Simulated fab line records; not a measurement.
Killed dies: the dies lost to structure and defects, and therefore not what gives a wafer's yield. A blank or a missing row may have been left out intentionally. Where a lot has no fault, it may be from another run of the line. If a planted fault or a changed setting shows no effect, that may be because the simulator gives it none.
fab line records | flow gf180mcu
record: lots: 24 wafers: 72 last_day: 34
route steps=602 shown CONTACT@309 V1@338 V2@398 V3@445
lots untouched by any fault: they come from a run of this same line in which no faults occurred
start_h: start of the lot's first displayed wafer, in hours after the record's first day | wait_h: hours elapsed since this lot's preceding step | " same as the row above | L1.1+2: a single row standing in for several wafers | - either no value or no given start | * or withheld: withheld | < > ~ a bound
route shown NAME@n: NAME is a module with steps in the file, n the number in the route of the first one | usual: mean/standard deviation of fault-free wafers | same: alike in all rows | chamber/n: place in a boat | sites: the reading at each site | _std_site: standard deviation across them | _edge_site: inner sites' mean taken away from outer sites' mean | radius_mm: how far each site lies from the wafer's centre | mask NAME#n: copy n | behind: tool/chamber where the wafer was last shaped | hold: reason for holding the lot/hours on hold/outcome of the hold | device: whichever transistor did not switch (one of n, p or np) | end of line: the tests these same wafers got at the end of their route | a step with no rows: only its recipe | killed: dies that structure and defects cost at the first sort, which is not the same as the wafer's yield | map: dies across one wafer; x = killed, . = not, _ = none there
set.NAME: the run value of the setting; set.NAME@STEP: its run value at that earlier step | model.NAME: the simulator's own value behind a step, which no gauge read
steps of the route over a sample of lots; a table a step, a row a wafer
services: when a tool's chamber went out of use (start_h, in hours from the record's first day, below 0 if earlier), for how many hours, and the reason
== steps ==
step: GF_CONTACT_SPUTTER_22
recipe: material: Ti target_thk_nm: 15 chamber_pressure_pa: 5 power_w: 2500 substrate_temp_c: 200 time_s: 80.02
usual: substrate_temp_c: 200.02/0.15 throttle_valve_pct: 30.5/0.66
columns lot.wafer tool chamber start_h wait_h substrate_temp_c throttle_valve_pct
L074.1 pvd_sputter-02 - 361.12 0.0 200.04 29.1
L074.2 " - " " 199.97 30.3
L074.6 " - " " 200.04 29.3
L075.4 pvd_sputter-03 - 365.27 0.0 200.17 30.5
L075.5 " - " " 199.77 30.3
L075.6 " - " " 200.07 31.2
L076.1 pvd_sputter-03 - 380.32 0.0 199.80 30.2
L076.2 " - " " 200.07 31.2
L076.5 " - " " 200.30 31.6
L077.1 pvd_sputter-03 - 390.03 0.0 200.29 30.3
L077.4 " - " " 199.99 31.1
L077.6 " - " " 200.02 30.4
L078.2 pvd_sputter-02 - 395.93 0.0 199.94 30.8
L078.5 " - " " 200.01 30.6
L078.6 " - " " 200.23 30.1
L079.2 pvd_sputter-03 - 405.76 0.0 199.91 31.0
L079.3 " - " " 199.88 31.7
L079.5 " - " " 200.12 30.7
L080.2 pvd_sputter-04 - 414.45 0.0 199.99 30.9
L080.4 " - " " 200.18 31.1
L080.5 " - " " 199.81 30.5
L081.3 pvd_sputter-02 - 425.12 0.0 199.68 30.8
L081.4 " - " " 200.00 29.4
L081.5 " - " " 200.23 30.3
L082.1 pvd_sputter-04 - 437.03 0.0 200.12 29.9
L082.3 " - " " 200.22 30.6
L082.4 " - " " 200.33 31.6
L083.3 pvd_sputter-02 - 450.63 0.0 199.96 29.3
L083.4 " - " " 200.16 30.8
L083.6 " - " " 200.25 30.8
L085.4 pvd_sputter-04 - 462.93 0.0 200.00 31.6
L085.5 " - " " 199.85 31.0
L085.6 " - " " 200.13 31.8
L084.2 pvd_sputter-02 - 464.82 0.0 200.27 30.3
L084.5 " - " " 200.06 31.0
L084.6 " - " " 200.09 29.3
L086.2 pvd_sputter-02 - 471.67 0.0 199.99 30.3
L086.3 " - " " 199.81 30.0
L086.4 " - " " 199.82 30.7
L087.1 pvd_sputter-02 - 478.77 0.0 199.83 30.8
L087.2 " - " " 199.98 30.1
L087.6 " - " " 200.07 30.5
L088.2 pvd_sputter-04 - 491.32 0.0 200.02 31.0
L088.3 " - " " 200.18 30.6
L088.6 " - " " 199.94 30.8
L089.2 pvd_sputter-03 - 507.18 0.0 199.73 30.9
L089.3 " - " " 200.17 31.4
L089.6 " - " " 199.83 30.3
L090.1 pvd_sputter-02 - 512.21 0.0 199.91 30.2
L090.2 " - " " 200.00 29.2
L090.3 " - " " 200.03 30.3
L091.2 pvd_sputter-02 - 517.59 0.0 200.00 30.9
L091.5 " - " " 200.18 29.1
L091.6 " - " " 199.96 30.6
L092.1 pvd_sputter-04 - 524.52 0.0 200.17 30.0
L092.2 " - " " 199.98 30.9
L092.4 " - " " 200.00 31.5
L093.1 pvd_sputter-02 - 532.53 0.0 200.20 29.5
L093.3 " - " " 199.83 30.2
L093.5 " - " " 199.88 30.0
L094.1 pvd_sputter-02 - 536.32 0.0 199.84 30.2
L094.2 " - " " 199.98 29.3
L094.3 " - " " 199.87 30.5
L095.1 pvd_sputter-02 - 550.62 0.0 199.60 29.3
L095.2 " - " " 199.74 30.6
L095.6 " - " " 199.94 30.3
L096.2 pvd_sputter-02 - 552.96 0.0 200.20 30.0
L096.4 " - " " 200.09 30.6
L096.5 " - " " 200.09 30.1
L097.1 pvd_sputter-02 - 557.73 0.0 200.06 30.7
L097.4 " - " " 199.95 30.3
L097.5 " - " " 200.22 30.8
step: GF_CONTACT_SPUTTER_23
recipe: material: TiN target_thk_nm: 10 chamber_pressure_pa: 5 power_w: 4000 time_s: 40
usual: throttle_valve_pct: 30.5/0.68
columns lot.wafer tool chamber start_h wait_h throttle_valve_pct
L074.1 pvd_sputter-02 - 361.18 0.0 29.2
L074.2 " - " " 30.1
L074.6 " - " " 29.4
L075.4 pvd_sputter-03 - 365.33 0.0 30.4
L075.5 " - " " 30.4
L075.6 " - " " 31.0
L076.1 pvd_sputter-03 - 380.38 0.0 30.2
L076.2 " - " " 31.3
L076.5 " - " " 32.3
L077.1 pvd_sputter-03 - 390.09 0.0 30.5
L077.4 " - " " 31.0
L077.6 " - " " 30.5
L078.2 pvd_sputter-02 - 395.99 0.0 30.8
L078.5 " - " " 30.4
L078.6 " - " " 30.2
L079.2 pvd_sputter-03 - 405.82 0.0 31.2
L079.3 " - " " 31.6
L079.5 " - " " 31.2
L080.2 pvd_sputter-04 - 414.52 0.0 30.9
L080.4 " - " " 31.1
L080.5 " - " " 30.8
L081.3 pvd_sputter-02 - 425.18 0.0 31.0
L081.4 " - " " 29.5
L081.5 " - " " 29.9
L082.1 pvd_sputter-04 - 437.09 0.0 29.9
L082.3 " - " " 30.6
L082.4 " - " " 31.5
L083.3 pvd_sputter-02 - 450.69 0.0 29.3
L083.4 " - " " 30.8
L083.6 " - " " 30.9
L085.4 pvd_sputter-04 - 462.99 0.0 32.0
L085.5 " - " " 31.0
L085.6 " - " " 31.5
L084.2 pvd_sputter-02 - 464.88 0.0 30.7
L084.5 " - " " 30.7
L084.6 " - " " 28.9
L086.2 pvd_sputter-02 - 471.74 0.0 30.4
L086.3 " - " " 30.3
L086.4 " - " " 30.7
L087.1 pvd_sputter-02 - 478.83 0.0 30.6
L087.2 " - " " 29.9
L087.6 " - " " 30.6
L088.2 pvd_sputter-04 - 491.39 0.0 30.9
L088.3 " - " " 30.6
L088.6 " - " " 31.1
L089.2 pvd_sputter-03 - 507.24 0.0 31.1
L089.3 " - " " 31.7
L089.6 " - " " 30.4
L090.1 pvd_sputter-02 - 512.27 0.0 30.2
L090.2 " - " " 29.3
L090.3 " - " " 30.5
L091.2 pvd_sputter-02 - 517.65 0.0 30.9
L091.5 " - " " 29.4
L091.6 " - " " 30.4
L092.1 pvd_sputter-04 - 524.59 0.0 29.9
L092.2 " - " " 30.8
L092.4 " - " " 31.7
L093.1 pvd_sputter-02 - 532.59 0.0 29.4
L093.3 " - " " 30.5
L093.5 " - " " 30.3
L094.1 pvd_sputter-02 - 536.39 0.0 30.0
L094.2 " - " " 29.1
L094.3 " - " " 30.7
L095.1 pvd_sputter-02 - 550.68 0.0 29.3
L095.2 " - " " 30.6
L095.6 " - " " 30.4
L096.2 pvd_sputter-02 - 553.03 0.0 30.2
L096.4 " - " " 31.0
L096.5 " - " " 30.3
L097.1 pvd_sputter-02 - 557.79 0.0 30.9
L097.4 " - " " 30.3
L097.5 " - " " 30.4
step: GF_V1_THK_MEAS_03
recipe: reads: SiO2_of_V1_CVD_02
usual: V1_CVD_02_THK: 849/14
columns lot.wafer tool chamber start_h wait_h V1_CVD_02_THK[nm]
L074.1 film_metro-04 - 385.15 0.0 828
L074.2 " - " " 829
L074.6 " - " " 839
L075.4 film_metro-04 - 389.77 0.0 874
L075.5 " - " " 863
L075.6 " - " " 860
L076.1 film_metro-02 - 405.29 0.0 834
L076.2 " - " " 847
L076.5 " - " " 863
L077.1 film_metro-04 - 415.68 0.0 821
L077.4 " - " " 865
L077.6 " - " " 856
L078.2 film_metro-02 - 421.15 0.0 854
L078.5 " - " " 863
L078.6 " - " " 820
L079.2 film_metro-02 - 431.17 0.0 842
L079.3 " - " " 836
L079.5 " - " " 852
L080.2 film_metro-01 - 440.77 0.0 863
L080.4 " - " " 876
L080.5 " - " " 860
L081.3 film_metro-04 - 451.36 0.1 854
L081.4 " - " " 850
L081.5 " - " " 847
L082.1 film_metro-02 - 463.06 0.0 859
L082.3 " - " " 858
L082.4 " - " " 846
L083.3 film_metro-02 - 476.75 0.1 840
L083.4 " - " " 856
L083.6 " - " " 849
L085.4 film_metro-04 - 489.31 0.0 869
L085.5 " - " " 832
L085.6 " - " " 863
L084.2 film_metro-01 - 490.30 0.0 831
L084.5 " - " " 852
L084.6 " - " " 849
L086.2 film_metro-02 - 497.49 0.0 847
L086.3 " - " " 843
L086.4 " - " " 854
L087.1 film_metro-02 - 503.44 0.0 837
L087.2 " - " " 843
L087.6 " - " " 859
L088.2 film_metro-01 - 518.13 0.0 844
L088.3 " - " " 856
L088.6 " - " " 864
L089.2 film_metro-01 - 532.75 0.0 849
L089.3 " - " " 840
L089.6 " - " " 839
L090.1 film_metro-04 - 537.57 0.0 838
L090.2 " - " " 834
L090.3 " - " " 849
L091.2 film_metro-04 - 542.82 0.0 821
L091.5 " - " " 845
L091.6 " - " " 852
L092.1 film_metro-02 - 549.06 0.0 829
L092.2 " - " " 853
L092.4 " - " " 866
L093.1 film_metro-01 - 556.99 0.0 849
L093.3 " - " " 851
L093.5 " - " " 861
L094.1 film_metro-01 - 560.84 0.0 836
L094.2 " - " " 847
L094.3 " - " " 842
L095.1 film_metro-01 - 574.86 0.0 858
L095.2 " - " " 843
L095.6 " - " " 854
L096.2 film_metro-02 - 577.18 0.0 841
L096.4 " - " " 863
L096.5 " - " " 860
L097.1 film_metro-01 - 581.71 0.0 846
L097.4 " - " " 868
L097.5 " - " " 857
step: GF_V1_BOW_MEAS_05
recipe: mode: bow
usual: V1_BOW: 82/7.6
columns lot.wafer tool chamber start_h wait_h V1_BOW[um]
L074.1 film_metro-01 - 385.51 0.2 79
L074.2 " - " " 74
L074.6 " - " " 73
L075.4 film_metro-01 - 390.18 0.2 71
L075.5 " - " " 82
L075.6 " - " " 83
L076.1 film_metro-04 - 406.08 0.3 72
L076.2 " - " " 80
L076.5 " - " " 72
L077.1 film_metro-04 - 416.04 0.1 78
L077.4 " - " " 82
L077.6 " - " " 76
L078.2 film_metro-04 - 421.52 0.2 80
L078.5 " - " " 91
L078.6 " - " " 90
L079.2 film_metro-02 - 431.54 0.1 85
L079.3 " - " " 79
L079.5 " - " " 85
L080.2 film_metro-04 - 441.14 0.2 82
L080.4 " - " " 89
L080.5 " - " " 81
L081.3 film_metro-04 - 451.74 0.2 86
L081.4 " - " " 90
L081.5 " - " " 91
L082.1 film_metro-04 - 463.42 0.2 76
L082.3 " - " " 85
L082.4 " - " " 91
L083.3 film_metro-04 - 477.13 0.2 74
L083.4 " - " " 90
L083.6 " - " " 86
L085.4 film_metro-02 - 492.67 0.3 94
L085.5 " - " " 79
L085.6 " - " " 85
L084.2 film_metro-01 - 492.72 0.3 85
L084.5 " - " " 78
L084.6 " - " " 73
L086.2 film_metro-01 - 497.86 0.2 87
L086.3 " - " " 85
L086.4 " - " " 91
L087.1 film_metro-01 - 503.80 0.1 90
L087.2 " - " " 80
L087.6 " - " " 83
L088.2 film_metro-02 - 518.59 0.1 82
L088.3 " - " " 77
L088.6 " - " " 96
L089.2 film_metro-02 - 533.12 0.2 76
L089.3 " - " " 94
L089.6 " - " " 81
L090.1 film_metro-01 - 538.06 0.2 83
L090.2 " - " " 77
L090.3 " - " " 93
L091.2 film_metro-01 - 543.84 0.3 73
L091.5 " - " " 81
L091.6 " - " " 68
L092.1 film_metro-01 - 549.42 0.2 88
L092.2 " - " " 93
L092.4 " - " " 73
L093.1 film_metro-04 - 557.35 0.2 73
L093.3 " - " " 77
L093.5 " - " " 95
L094.1 film_metro-01 - 561.20 0.2 83
L094.2 " - " " 86
L094.3 " - " " 79
L095.1 film_metro-04 - 575.22 0.2 80
L095.2 " - " " 94
L095.6 " - " " 94
L096.2 film_metro-01 - 577.55 0.1 79
L096.4 " - " " 82
L096.5 " - " " 95
L097.1 film_metro-01 - 582.08 0.2 90
L097.4 " - " " 86
L097.5 " - " " 90
step: GF_V2_ETCH_16
recipe: chemistry: N2/H2 target_depth_a: withheld overetch_a: withheld time_s: withheld target: BARC ion_energy_ev: 200 source_w: 500 bias_w: 100 pressure_mtorr: 30 n2_flow_sccm: 100 h2_flow_sccm: 200
usual: chamber_pressure_mTorr: 29.999/0.026 drypump_motor_current_A: 5.7/0.4 oes_product_au: 0.855/0.005 throttle_valve_pct: 13.225/0.0094
columns lot.wafer tool chamber start_h wait_h chamber_pressure_mTorr drypump_motor_current_A oes_product_au throttle_valve_pct
L074.1 rie_diel-02 3 460.91 0.0 29.991 5.5 0.856 13.218
L074.2 " 2 " " 29.964 6.3 0.851 13.215
L074.6 " 2 " " 29.996 6.3 0.856 13.230
L075.4 rie_diel-04 3 464.79 0.0 30.000 5.7 0.850 13.226
L075.5 " 3 " " 29.969 5.7 0.865 13.221
L075.6 " 2 " " 30.001 6.4 0.852 13.230
L076.1 rie_diel-02 2 481.61 0.0 30.007 6.3 0.857 13.221
L076.2 " 1 " " 30.023 5.2 0.852 13.237
L076.5 " 1 " " 30.025 5.2 0.854 13.222
L077.1 rie_diel-02 1 492.73 0.0 30.060 5.2 0.849 13.229
L077.4 " 3 " " 30.008 5.5 0.859 13.220
L077.6 " 2 " " 30.023 6.3 0.859 13.212
L078.2 rie_diel-02 2 496.55 0.0 29.992 6.3 0.862 13.213
L078.5 " 2 " " 29.963 6.3 0.847 13.240
L078.6 " 1 " " 30.010 5.2 0.859 13.233
L079.2 rie_diel-04 0 507.67 0.0 30.032 5.7 0.864 13.225
L079.3 " 1 " " 30.013 6.0 0.852 13.233
L079.5 " 3 " " 29.985 5.7 0.856 13.240
L080.2 rie_diel-04 3 517.00 0.0 30.016 5.7 0.856 13.225
L080.4 " 0 " " 29.981 5.7 0.855 13.226
L080.5 " 1 " " 30.012 6.0 0.853 13.222
L081.3 rie_diel-02 1 525.90 0.0 29.966 5.2 0.855 13.227
L081.4 " 2 " " 29.991 6.3 0.852 13.223
L081.5 " 1 " " 30.000 5.2 0.863 13.238
L082.1 rie_diel-04 1 538.42 0.0 30.001 6.0 0.861 13.226
L082.3 " 3 " " 30.028 5.7 0.857 13.224
L082.4 " 2 " " 30.000 6.4 0.850 13.219
L083.3 rie_diel-04 0 549.57 0.0 29.991 5.7 0.856 13.224
L083.4 " 1 " " 29.972 6.0 0.852 13.221
L083.6 " 0 " " 29.987 5.7 0.854 13.212
L085.4 rie_diel-02 0 564.30 0.0 30.004 5.3 0.861 13.230
L085.5 " 0 " " 30.005 5.3 0.867 13.228
L085.6 " 1 " " 30.011 5.2 0.854 13.221
L084.2 rie_diel-04 0 565.52 0.0 29.981 5.7 0.857 13.211
L084.5 " 0 " " 30.058 5.7 0.853 13.225
L084.6 " 1 " " 29.986 6.0 0.851 13.229
L086.2 rie_diel-01 2 571.85 0.0 30.018 5.6 0.848 13.235
L086.3 " 0 " " 29.974 5.0 0.860 13.223
L086.4 " 3 " " 29.970 6.0 0.855 13.228
L087.1 rie_diel-04 0 576.10 0.0 30.007 5.7 0.850 13.217
L087.2 " 3 " " 30.046 5.7 0.856 13.213
L087.6 " 2 " " 30.042 6.3 0.863 13.226
L088.2 rie_diel-02 2 588.90 0.0 29.996 6.3 0.857 13.226
L088.3 " 1 " " 30.022 5.2 0.861 13.209
L088.6 " 0 " " 30.040 5.3 0.852 13.219
L089.2 rie_diel-04 3 603.12 0.0 29.998 5.7 0.846 13.245
L089.3 " 1 " " 30.005 6.0 0.860 13.223
L089.6 " 1 " " 30.000 6.0 0.851 13.226
L090.1 rie_diel-01 3 607.25 0.0 30.036 6.0 0.862 13.244
L090.2 " 1 " " 30.012 6.0 0.861 13.225
L090.3 " 0 " " 29.966 5.1 0.857 13.214
L091.2 rie_diel-02 1 612.70 0.0 29.993 5.2 0.860 13.216
L091.5 " 0 " " 29.950 5.3 0.863 13.219
L091.6 " 3 " " 29.999 5.5 0.861 13.212
L092.1 rie_diel-02 0 617.75 0.0 29.974 5.3 0.860 13.208
L092.2 " 2 " " 30.003 6.3 0.858 13.230
L092.4 " 3 " " 30.013 5.5 0.854 13.221
L093.1 rie_diel-01 0 625.40 0.0 30.005 5.0 0.865 13.231
L093.3 " 1 " " 30.038 6.1 0.857 13.231
L093.5 " 3 " " 29.960 6.0 0.854 13.231
L094.1 rie_diel-02 0 628.85 0.0 29.946 5.3 0.852 13.226
L094.2 " 3 " " 29.970 5.6 0.860 13.202
L094.3 " 1 " " 30.013 5.2 0.854 13.222
L095.1 rie_diel-04 3 641.07 0.0 29.968 5.7 0.859 13.231
L095.2 " 1 " " 29.952 6.0 0.857 13.232
L095.6 " 0 " " 30.018 5.7 0.848 13.216
L096.2 rie_diel-01 2 642.00 0.0 30.003 5.5 0.856 13.222
L096.4 " 0 " " 30.012 5.1 0.853 13.225
L096.5 " 3 " " 29.990 6.0 0.859 13.224
L097.1 rie_diel-01 2 647.77 0.0 30.020 5.6 0.859 13.225
L097.4 " 0 " " 29.931 5.1 0.848 13.213
L097.5 " 2 " " 29.949 5.6 0.853 13.222
step: GF_V3_ETCH_16
recipe: chemistry: N2/H2 target_depth_a: withheld overetch_a: withheld time_s: withheld target: BARC ion_energy_ev: 200 source_w: 500 bias_w: 100 pressure_mtorr: 30 n2_flow_sccm: 100 h2_flow_sccm: 200
usual: chamber_pressure_mTorr: 30.000/0.03 drypump_motor_current_A: 5.8/0.31 oes_product_au: 0.855/0.0045 throttle_valve_pct: 13.224/0.0092
columns lot.wafer tool chamber start_h wait_h chamber_pressure_mTorr drypump_motor_current_A oes_product_au throttle_valve_pct
L074.1 rie_diel-01 2 512.07 0.0 30.026 5.6 0.849 13.219
L074.2 " 3 " " 30.017 6.0 0.853 13.216
L074.6 " 1 " " 29.926 6.1 0.856 13.211
L075.4 rie_diel-01 2 516.55 0.0 30.024 5.6 0.863 13.222
L075.5 " 1 " " 29.986 6.1 0.853 13.218
L075.6 " 3 " " 29.991 6.0 0.862 13.231
L076.1 rie_diel-03 0 531.35 0.0 29.997 6.0 0.853 13.223
L076.2 " 1 " " 29.972 5.8 0.853 13.205
L076.5 " 3 " " 29.994 5.5 0.857 13.249
L077.1 rie_diel-03 1 542.35 0.0 29.971 5.8 0.854 13.230
L077.4 " 2 " " 30.028 5.6 0.853 13.230
L077.6 " 0 " " 29.962 6.0 0.859 13.209
L078.2 rie_diel-03 0 546.22 0.0 30.030 6.0 0.864 13.224
L078.5 " 3 " " 29.962 5.5 0.864 13.223
L078.6 " 0 " " 29.961 6.0 0.859 13.221
L079.2 rie_diel-01 1 556.47 0.0 29.994 6.1 0.854 13.217
L079.3 " 2 " " 29.991 5.6 0.859 13.223
L079.5 " 3 " " 29.988 6.0 0.855 13.224
L080.2 rie_diel-04 1 566.72 0.0 29.978 6.0 0.849 13.244
L080.4 " 2 " " 30.000 6.3 0.856 13.220
L080.5 " 1 " " 29.973 6.0 0.856 13.224
L081.3 rie_diel-01 3 574.27 0.0 30.014 6.0 0.865 13.234
L081.4 " 0 " " 30.016 5.0 0.852 13.215
L081.5 " 2 " " 30.006 5.6 0.858 13.226
L082.1 rie_diel-03 0 585.90 0.0 30.008 5.9 0.851 13.222
L082.3 " 2 " " 29.982 5.6 0.857 13.224
L082.4 " 1 " " 30.040 5.8 0.847 13.229
L083.3 rie_diel-03 3 596.50 0.0 30.004 5.5 0.853 13.221
L083.4 " 0 " " 30.007 5.9 0.849 13.214
L083.6 " 0 " " 29.996 5.9 0.856 13.223
L085.4 rie_diel-03 1 609.80 0.0 30.038 5.8 0.852 13.214
L085.5 " 3 " " 29.998 5.5 0.858 13.234
L085.6 " 0 " " 30.068 6.0 0.850 13.230
L084.2 rie_diel-04 3 611.75 0.0 30.058 5.7 0.850 13.211
L084.5 " 0 " " 30.031 5.7 0.853 13.235
L084.6 " 3 " " 29.988 5.7 0.857 13.223
L086.2 rie_diel-01 0 616.77 0.0 30.008 5.0 0.860 13.230
L086.3 " 2 " " 30.014 5.6 0.854 13.240
L086.4 " 3 " " 29.980 6.0 0.854 13.233
L087.1 rie_diel-03 0 621.92 0.0 29.961 5.9 0.852 13.222
L087.2 " 3 " " 30.037 5.5 0.851 13.237
L087.6 " 1 " " 30.024 5.8 0.851 13.220
L088.2 rie_diel-03 2 634.02 0.0 30.027 5.6 0.847 13.216
L088.3 " 3 " " 29.993 5.5 0.859 13.218
L088.6 " 1 " " 30.032 5.8 0.855 13.209
L089.2 rie_diel-01 0 647.42 0.0 29.964 5.1 0.859 13.207
L089.3 " 2 " " 30.033 5.6 0.848 13.216
L089.6 " 3 " " 30.037 6.0 0.853 13.201
L090.1 rie_diel-04 3 651.45 0.0 30.004 5.7 0.854 13.231
L090.2 " 2 " " 29.991 6.3 0.858 13.214
L090.3 " 0 " " 30.017 5.7 0.849 13.233
L091.2 rie_diel-03 3 657.17 0.0 30.041 5.5 0.856 13.227
L091.5 " 0 " " 30.048 5.9 0.854 13.230
L091.6 " 1 " " 29.997 5.8 0.856 13.248
L092.1 rie_diel-01 0 660.10 0.0 30.021 5.1 0.854 13.222
L092.2 " 2 " " 29.935 5.6 0.859 13.241
L092.4 " 3 " " 29.992 6.0 0.849 13.213
L093.1 rie_diel-01 3 667.57 0.0 29.987 6.0 0.855 13.229
L093.3 " 0 " " 29.944 5.0 0.855 13.222
L093.5 " 3 " " 29.988 6.0 0.855 13.219
L094.1 rie_diel-01 0 672.15 0.0 29.977 5.0 0.854 13.217
L094.2 " 3 " " 30.042 6.0 0.857 13.227
L094.3 " 2 " " 30.019 5.6 0.852 13.215
L095.1 rie_diel-04 0 682.20 0.0 29.994 5.7 0.847 13.220
L095.2 " 2 " " 30.033 6.3 0.852 13.232
L095.6 " 3 " " 29.975 5.7 0.857 13.212
L096.2 rie_diel-04 3 683.82 0.0 30.053 5.7 0.855 13.225
L096.4 " 1 " " 30.001 6.0 0.852 13.237
L096.5 " 2 " " 30.003 6.4 0.860 13.226
L097.1 rie_diel-04 1 688.07 0.0 30.005 6.0 0.851 13.231
L097.4 " 0 " " 30.025 5.7 0.859 13.215
L097.5 " 3 " " 29.980 5.7 0.857 13.222
== services ==
columns tool chamber start_h hours kind
pvd_sputter-03 - 348.70 4.4 repair
pvd_sputter-04 - 354.20 41.3 repair
rie_diel-01 - 365.17 0.5 repair
pvd_sputter-02 - 366.32 24.3 repair
rie_diel-01 1 397.65 7.4 repair
rie_diel-02 - 399.04 14.6 pm
pvd_sputter-04 - 424.45 5.1 repair
rie_diel-04 1 445.93 3.1 repair
rie_diel-04 - 453.75 2.8 pm
rie_diel-01 1 469.24 7.3 repair
pvd_sputter-03 - 472.35 2.2 repair
rie_diel-04 1 472.88 2.7 repair
pvd_sputter-02 - 481.43 16.1 repair
rie_diel-01 2 487.02 8.2 repair
rie_diel-01 2 539.45 3.9 repair
rie_diel-04 - 555.27 0.3 repair
rie_diel-04 0 557.11 4.0 repair
rie_diel-01 - 605.82 1.1 repair
rie_diel-04 2 614.12 3.4 repair
rie_diel-01 - 619.68 0.2 repair
pvd_sputter-02 - 639.70 2.3 repair
pvd_sputter-02 - 659.15 10.5 repair
rie_diel-01 - 660.59 2.8 pm
rie_diel-01 1 665.90 6.4 repair
== key ==
fault none
